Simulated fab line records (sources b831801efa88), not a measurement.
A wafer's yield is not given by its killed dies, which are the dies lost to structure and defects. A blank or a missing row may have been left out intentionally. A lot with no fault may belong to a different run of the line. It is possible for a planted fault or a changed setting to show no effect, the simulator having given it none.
A lot that was struck, set against a sound lot | flow sky130 | 16 out of 708 route steps
Sound: these wafers, L296.2, L296.4, L296.6. Wafers L315.3, L315.4, L315.6 were the ones struck. The cause is given at the end.
Per side, at each step with rows, come the tool, then ch with its chambers, and then its first start. Under that, the readings that differ: sound wafers | struck wafers | difference of the means | sigmas: that difference in standard deviations of wafers without a fault.
alike: same words and numbers on both sides, and readings whose means sit less than 2 such deviations apart. not compared: any withheld reading, any reading some wafer has no value for, any bound like >300 that may hide the same value, and any number with overlapping values for which the record gives no deviation.
The two part at a step that has a row with sigmas, a row that says differs or no value, or rows on one side only. Numbers that have no deviation but don't overlap get no sigmas and don't part them. A reading that every wafer of one side lacks parts them only if that side has two wafers or more.

SKY_FIELD_ISO_THK_MEAS_02:
  struck on film-metro-03, day 5 15:58; sound on film-metro-03, day 1 17:41
  reading                         | sound             | struck            | difference | sigmas
  FIELD_ISO_OXIDATION_00_THK (nm) | 11.61 11.89 11.77 | 12.30 12.37 12.41 | +0.60      | +2
then, 1 step without rows for these wafers: SKY_FIELD_ISO_CVD_03 (deposits Si3N4 from DCS/NH3, target thk 165 nm, time 2830 s).
SKY_FIELD_ISO_THK_MEAS_04:
  struck on film-metro-01, day 5 17:49; sound on film-metro-01, day 1 19:32
  alike: FIELD_ISO_CVD_03_THK
then, 8 steps without rows for these wafers: SKY_FIELD_ISO_DEHYDRATE_05 (time 60 s); SKY_FIELD_ISO_HMDS_06 (prime time 60 s); SKY_FIELD_ISO_COAT_07 (resist thk 60 nm); SKY_FIELD_ISO_COAT_08 (resist thk 450 nm); SKY_FIELD_ISO_SOFTBAKE_09 (time 90 s); SKY_FIELD_ISO_EXPOSE_10 (exposes mask FOM, target cd 150 nm); SKY_FIELD_ISO_PEB_11; SKY_FIELD_ISO_DEVELOP_12 (develop time 60 s).
SKY_FIELD_ISO_CD_MEAS_13: the cd target is 150 nm.
  struck on cd-sem-02, day 6 12:37; sound on cd-sem-02, day 2 10:27
  alike: cd-nm
SKY_FIELD_ISO_ETCH_14: etches BARC in N2/H2, stops on SiO2, time 45.9 s, target depth 60 nm.
  sound on rie-diel-03 ch 1,3, day 2 10:33; struck on rie-diel-02 ch 0,1,2, day 6 12:42
  no value came back on the struck wafers for any of 6 readings (bias-w (W), chamber-pressure-mTorr (mTorr) and others); on the sound wafers bias-w (W) reads 99.37 99.87 99.92
  reading                                          | sound           | struck            | difference | sigmas
  model.KrF-thick_of_FIELD_ISO_COAT_08.thk-nm (nm) | 395 392.6 394.4 | 435.9 436.1 436.4 | +42.1      |
  not compared: rf-hours-counter-h
SKY_FIELD_ISO_ETCH_15: etches the open film in CHF3/O2, stops on Si, target depth 180 nm, time 72 s.
  sound on rie-diel-03 ch 1,3, day 2 10:35; struck on rie-diel-02 ch 0,1,2, day 6 12:44
  reading                                          | sound             | struck            | difference | sigmas
  oes-product-au (a.u.)                            | 0.886 0.886 0.898 | 0.372 0.375 0.373 | -0.517     | -81
  throttle-valve-pct (%)                           | 8.803 8.829 8.833 | 8.665 8.663 8.672 | -0.155     | -17
  model.KrF-thick_of_FIELD_ISO_COAT_08.thk-nm (nm) | 243.9 237.1 243.9 | 281.9 280.2 278.1 | +38.4      |
  alike: O2_flow_sccm, bias-w, drypump-motor-current-A
  not compared: rf-hours-counter-h
SKY_FIELD_ISO_STRIP_16: strips in O2/N2.
  sound on plasma-asher-02 ch 0,1, day 2 10:39; struck on plasma-asher-02 ch 0,1, day 6 12:50
  reading                      | sound             | struck            | difference | sigmas
  oes-product-au (a.u.)        | 0.381 0.377 0.384 | 0.394 0.397 0.400 | +0.016     | +3
  strip-time-to-endpoint-s (s) | 3.65 3.56 3.61    | 4.04 4.01 3.99    | +0.41      | +9
  alike: drypump-motor-current-A, o2-flow-sccm
  not compared: rf-hours-counter-h
SKY_FIELD_ISO_ETCH_17: etches Si in HBr/Cl2/O2, target depth 342 nm, time 97.7 s.
  sound on rie-si-02 ch 0,1, day 2 10:45; struck on rie-si-02 ch 0,1,3, day 6 12:53
  alike: HBr_flow_sccm, O2_flow_sccm, drypump-motor-current-A, oes-product-au, throttle-valve-pct
  not compared: rf-hours-counter-h

## WHERE THEY PART
Last at SKY_FIELD_ISO_STRIP_16 as far as this record goes, first at SKY_FIELD_ISO_THK_MEAS_02. Later steps at which nothing parts them and some readings are alike: SKY_FIELD_ISO_ETCH_17.

WHY: what the simulator had put in
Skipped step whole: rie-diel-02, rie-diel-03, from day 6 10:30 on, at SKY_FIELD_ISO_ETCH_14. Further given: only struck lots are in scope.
